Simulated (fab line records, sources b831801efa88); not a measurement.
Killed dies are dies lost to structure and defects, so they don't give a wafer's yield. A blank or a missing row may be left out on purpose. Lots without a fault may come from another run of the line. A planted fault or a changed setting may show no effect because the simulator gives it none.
fab line records | flow sky130
record lots=5 wafers=15 last_day=50
route steps=708 shown LDD_P@259 LDD_HVN@267 PAD_OPEN@708
lots that met no fault: from a run of the same line without faults
start_h: hours from the record's first day to the start of the lot's first wafer shown | wait_h: hours since the lot's step before | " the same as in the row above | L1.1+2: a row that stands for several wafers | - no value, or no start given | * or withheld: withheld | < > ~ a bound
route shown NAME@n: a module of which the file shows steps, and the number in the route of the first | usual: mean/standard deviation of fault-free wafers | same: alike in all rows | chamber/n: place in a boat | sites: the reading at each site | _std_site: their standard deviation | _edge_site: outer sites' mean less inner sites' | radius_mm: how far each site lies from the wafer's centre | mask NAME#n: copy n | behind: the tool/chamber that last shaped the wafer | hold: why the lot was held/for how many hours/how that ended | device: the transistor (n, p or np) that didn't switch | end of line: the same wafers' tests at the end of the route | a step without rows: its recipe alone | killed: dies lost to structure and defects at the first sort, not the wafer's yield | map: a wafer's dies, x killed, . not, _ none there
set.NAME: the setting as run; set.NAME@STEP: as run at that earlier step | model.NAME: the simulator's own value behind a step, which no gauge read
lots at some steps of the route; a table a step, a row a wafer
services: from which hour (start_h, from the record's first day; less than 0 if before it) a tool's chamber was out of use, for how many hours, and why
## steps
# step SKY_LDD_P_EXPOSE_04
# recipe mask_id=PSDM na=0.6 source_shape=conventional sigma_outer=0.6 polarization=unpolarized target_cd_nm=380 dose_mj=138
# step SKY_LDD_P_PEB_05
# recipe temp_c=withheld time_s=* resist=NOVOLAK
# step SKY_LDD_P_DEVELOP_06
# recipe resist=NOVOLAK developer=TMAH develop_time_s=60 dev_temp_c=23
# step SKY_LDD_P_CD_MEAS_07
# recipe target_cd_nm=380
# usual cd_nm=379.9/2.7
# columns lot.wafer tool chamber start_h wait_h cd_nm
L490.3 cd_sem-02 - 481.50 0.1 383.2
L490.4 " - " " 380.5
L490.6 " - " " 380.4
L492.2 cd_sem-02 - 496.05 0.1 376.7
L492.5 " - " " 375.4
L492.6 " - " " 377.8
L494.3 cd_sem-01 - 522.00 0.1 381.0
L494.5 " - " " 383.7
L494.6 " - " " 383.3
L507.1 cd_sem-02 - 612.96 0.1 379.4
L507.3 " - " " 382.1
L507.5 " - " " 382.2
L508.1 cd_sem-02 - 621.81 0.1 376.4
L508.4 " - " " 376.8
L508.6 " - " " 375.5
# step SKY_LDD_P_OVL_MEAS_08
# usual LDD_P_OVL=-2.2/1.5
# columns lot.wafer tool chamber start_h wait_h LDD_P_OVL[nm]
L490.3 overlay-02 - 481.59 0.1 -0.1
L490.4 " - " " -0.8
L490.6 " - " " -1.0
L492.2 overlay-01 - 496.16 0.1 -0.5
L492.5 " - " " 0.4
L492.6 " - " " -0.6
L494.3 overlay-01 - 522.09 0.1 -2.7
L494.5 " - " " -1.1
L494.6 " - " " -3.3
L507.1 overlay-01 - 613.08 0.1 -1.3
L507.3 " - " " -0.2
L507.5 " - " " -2.2
L508.1 overlay-02 - 621.93 0.1 -1.7
L508.4 " - " " -4.1
L508.6 " - " " -0.5
# step SKY_LDD_P_IMPLANT_09
# recipe species=BF2 energy_kev=25 dose_cm2=1e+13 tilt_deg=withheld
# step SKY_LDD_P_STRIP_10
# recipe chemistry=O2/N2 power_w=1400 pressure_mtorr=1500 platen_temp_c=withheld o2_flow_sccm=3000 n2_flow_sccm=300 overash_fraction=0.5
# usual drypump_motor_current_A=5.6/0.47 oes_product_au=0.715/0.0042 strip_time_to_endpoint_s=14.18/0.039
# columns lot.wafer tool chamber start_h wait_h drypump_motor_current_A oes_product_au rf_hours_counter_h strip_time_to_endpoint_s
L490.3 plasma_asher-03 1 481.80 0.1 5.4 0.726 - 14.15
L490.4 " 0 " " 5.3 0.711 - 14.16
L490.6 " 1 " " 5.4 0.713 - 14.12
L492.2 plasma_asher-04 0 496.34 0.1 6.2 0.713 7 14.15
L492.5 " 0 " " 6.2 0.719 - 14.16
L492.6 " 1 " " 4.8 0.713 - 14.20
L494.3 plasma_asher-03 1 522.29 0.1 5.4 0.715 - 14.18
L494.5 " 0 " " 5.3 0.722 - 14.17
L494.6 " 1 " " 5.4 0.709 - 14.18
L507.1 plasma_asher-03 0 613.27 0.1 5.3 0.719 46 14.16
L507.3 " 0 " " 5.3 0.711 - 14.18
L507.5 " 1 " " 5.4 0.713 - 14.14
L508.1 plasma_asher-03 0 622.11 0.1 5.3 0.715 47 14.20
L508.4 " 1 " " 5.4 0.722 - 14.23
L508.6 " 0 " " 5.3 0.711 - 14.23
# step SKY_LDD_P_TW_MEAS_11
# usual LDD_P_TW=638/8.7
# columns lot.wafer tool chamber start_h wait_h LDD_P_TW
L490.3 film_metro-03 - 481.89 0.1 648
L490.4 " - " " 642
L490.6 " - " " 645
L492.2 film_metro-02 - 496.45 0.1 630
L492.5 " - " " 629
L492.6 " - " " 631
L494.3 film_metro-03 - 522.38 0.1 645
L494.5 " - " " 643
L494.6 " - " " 649
L507.1 film_metro-02 - 613.37 0.1 628
L507.3 " - " " 627
L507.5 " - " " 625
L508.1 film_metro-02 - 622.21 0.1 629
L508.4 " - " " 627
L508.6 " - " " 628
# step SKY_LDD_HVN_DEHYDRATE_00
# recipe temp_c=200 time_s=60
# step SKY_LDD_HVN_HMDS_01
# recipe prime_time_s=60 prime_temp_c=120
# step SKY_LDD_HVN_COAT_02
# recipe resist=NOVOLAK spin_rpm=3000 resist_thk_nm=300
# step SKY_LDD_HVN_SOFTBAKE_03
# recipe temp_c=90 time_s=60 resist=NOVOLAK
# step SKY_LDD_HVN_EXPOSE_04
# recipe mask_id=HVNTM na=0.6 source_shape=conventional sigma_outer=0.6 polarization=unpolarized target_cd_nm=700 dose_mj=127
# columns lot.wafer tool chamber start_h wait_h mask
L490.3+4+6 iline_stepper-01 0 497.80 - HVNTM#0
L492.2+5+6 iline_stepper-01 0 511.66 - HVNTM_R1#0
L494.3+5+6 iline_stepper-02 0 537.79 - HVNTM#0
L507.1+3+5 iline_stepper-01 0 627.33 - HVNTM#0
L508.1+4+6 iline_stepper-02 0 636.58 - HVNTM#0
# step SKY_LDD_HVN_PEB_05
# recipe temp_c=withheld time_s=* resist=NOVOLAK
# step SKY_PAD_OPEN_PROBE_99
# usual killed_at_M0_to_M3=43/7.1 killed_at_M4_up=3.0/1.6 killed_at_contacts=24/5.3 killed_at_front_end=16/4.1 killed_at_other=0.5/0.82 killed_dies=86/9.4 killed_open=46/6.9 killed_short=39/6.5
# same gross_dies=492 killed_at_back_side=0
# columns lot.wafer tool chamber start_h wait_h killed_at_M0_to_M3 killed_at_M4_up killed_at_contacts killed_at_front_end killed_at_other killed_dies killed_open killed_short
L490.3 prober-02 - 1108.53 0.2 49 4 21 14 5 93 47 42
L490.4 prober-02 - 1108.58 0.2 38 4 24 16 2 84 40 42
L490.6 prober-02 - 1108.68 0.2 33 3 26 19 2 83 52 29
L492.2 prober-02 - 1118.28 0.1 54 2 16 14 0 86 51 34
L492.5 prober-02 - 1118.43 0.2 31 6 20 13 0 70 32 38
L492.6 prober-02 - 1118.48 0.2 39 3 16 14 0 72 45 27
L494.3 prober-02 - 1130.04 0.2 40 5 22 12 0 79 46 32
L494.5 prober-02 - 1130.14 0.2 45 2 17 18 0 82 38 44
L494.6 prober-02 - 1130.19 0.2 42 2 20 15 1 80 31 48
L507.1 prober-02 - 1189.92 0.1 42 1 25 20 1 89 44 45
L507.3 prober-02 - 1190.02 0.2 41 3 29 20 1 94 53 41
L507.5 prober-02 - 1190.12 0.2 40 2 20 22 0 84 36 48
# killed by level:class
L490.3 VIA1:geometric_particle:open=10 VIA2:geometric_particle:open=9 CONTACT:geometric_particle:open=7 LI_CONTACT:geometric_particle:open=6 METAL1:geometric_particle:short=6 VIA3:geometric_particle:open=5 VIA3:geometric_particle:short=5 POLY_GATE:geometric_particle:short=4
L490.4 CONTACT:geometric_particle:open=10 VIA1:geometric_particle:open=9 VIA3:geometric_particle:open=7 LOCAL_INTERCONNECT:geometric_particle:short=5 VIA1:geometric_particle:short=5 VIA2:geometric_particle:short=5 LI_CONTACT:geometric_particle:open=4 FIELD_ISO:geometric_particle:short=3
L490.6 CONTACT:geometric_particle:open=10 LI_CONTACT:geometric_particle:open=9 VIA1:geometric_particle:open=7 VIA2:geometric_particle:open=6 METAL2:geometric_particle:short=4 VIA3:geometric_particle:open=4 FIELD_ISO:geometric_particle:open=3 POLY_GATE:geometric_particle:open=3
L492.2 VIA1:geometric_particle:open=13 CONTACT:geometric_particle:open=8 VIA3:geometric_particle:open=7 METAL2:geometric_particle:short=6 VIA2:geometric_particle:open=6 FIELD_ISO:geometric_particle:short=5 METAL1:geometric_particle:short=4 VIA2:geometric_particle:short=4
L492.5 METAL1:geometric_particle:short=9 LI_CONTACT:geometric_particle:open=8 CONTACT:geometric_particle:open=7 FIELD_ISO:geometric_particle:short=6 VIA1:geometric_particle:open=6 METAL4:geometric_particle:short=6 METAL2:geometric_particle:short=5 VIA3:geometric_particle:open=4
L492.6 VIA1:geometric_particle:open=10 METAL2:geometric_particle:short=6 VIA3:geometric_particle:open=6 CONTACT:geometric_particle:open=5 VIA2:geometric_particle:open=5 FIELD_ISO:geometric_particle:open=4 LI_CONTACT:geometric_particle:open=4 FIELD_ISO:geometric_particle:short=3
L494.3 CONTACT:geometric_particle:open=8 VIA1:geometric_particle:open=8 METAL2:geometric_particle:short=7 CONTACT:geometric_particle:short=6 VIA3:geometric_particle:open=6 LI_CONTACT:geometric_particle:open=4 METAL1:geometric_particle:short=4 METAL2:geometric_particle:open=4
L494.5 VIA3:geometric_particle:open=9 VIA1:geometric_particle:open=7 METAL1:geometric_particle:short=7 FIELD_ISO:geometric_particle:open=6 VIA3:geometric_particle:short=6 FIELD_ISO:geometric_particle:short=5 POLY_GATE:geometric_particle:short=5 LI_CONTACT:geometric_particle:open=5
L494.6 VIA1:geometric_particle:open=10 POLY_GATE:geometric_particle:short=9 METAL1:geometric_particle:short=8 LOCAL_INTERCONNECT:geometric_particle:short=6 METAL2:geometric_particle:short=6 VIA1:geometric_particle:short=5 LI_CONTACT:geometric_particle:open=4 VIA2:geometric_particle:open=4
L507.1 VIA1:geometric_particle:open=12 CONTACT:geometric_particle:open=9 POLY_GATE:geometric_particle:short=8 CONTACT:geometric_particle:short=7 VIA2:geometric_particle:open=7 FIELD_ISO:geometric_particle:short=5 LOCAL_INTERCONNECT:geometric_particle:short=4 METAL1:geometric_particle:short=4
L507.3 CONTACT:geometric_particle:open=11 VIA1:geometric_particle:open=9 METAL2:geometric_particle:short=7 FIELD_ISO:geometric_particle:open=6 POLY_GATE:geometric_particle:open=6 CONTACT:geometric_particle:short=6 VIA3:geometric_particle:open=6 LI_CONTACT:geometric_particle:open=5
L507.5 POLY_GATE:geometric_particle:short=10 CONTACT:geometric_particle:open=7 VIA2:geometric_particle:open=6 METAL2:geometric_particle:short=6 VIA1:geometric_particle:open=6 CONTACT:geometric_particle:short=5 VIA2:geometric_particle:short=5 FIELD_ISO:geometric_particle:short=4
## services
# columns tool chamber start_h hours kind
iline_stepper-02 - 472.71 10.2 repair
plasma_asher-03 - 503.19 2.9 repair
plasma_asher-04 - 523.43 1.3 repair
iline_stepper-01 0 535.36 - calibration
iline_stepper-02 0 538.27 - calibration
iline_stepper-02 - 540.41 1.7 pm
iline_stepper-01 - 582.10 1.7 pm
iline_stepper-02 - 603.52 2.1 pm
iline_stepper-02 - 605.61 - consumable_replace:lamp
## key
first_sign step=SKY_LDD_HVN_EXPOSE_04 reading=mask direction=changed
effect none on later readings
met_at SKY_LDD_HVN_EXPOSE_04
struck_wafers L492.2,L492.5,L492.6
tester_left_out L492
onset_between 497.80 511.66
fault kind=wrong_mask tool=any chamber=- onset_h=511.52 steps=SKY_LDD_HVN_EXPOSE_04 aux_copy=HVNTM_R1#0 cd_offset_nm=105 scope=struck_lots_only
# tester_left_out: of these lots the tester's yield and bins aren't shown, on N5 and GAA mostly nor the transistor test; their killed dies are dies lost to structure and defects alone, not to doping, threshold or leakage, so they don't give the yield
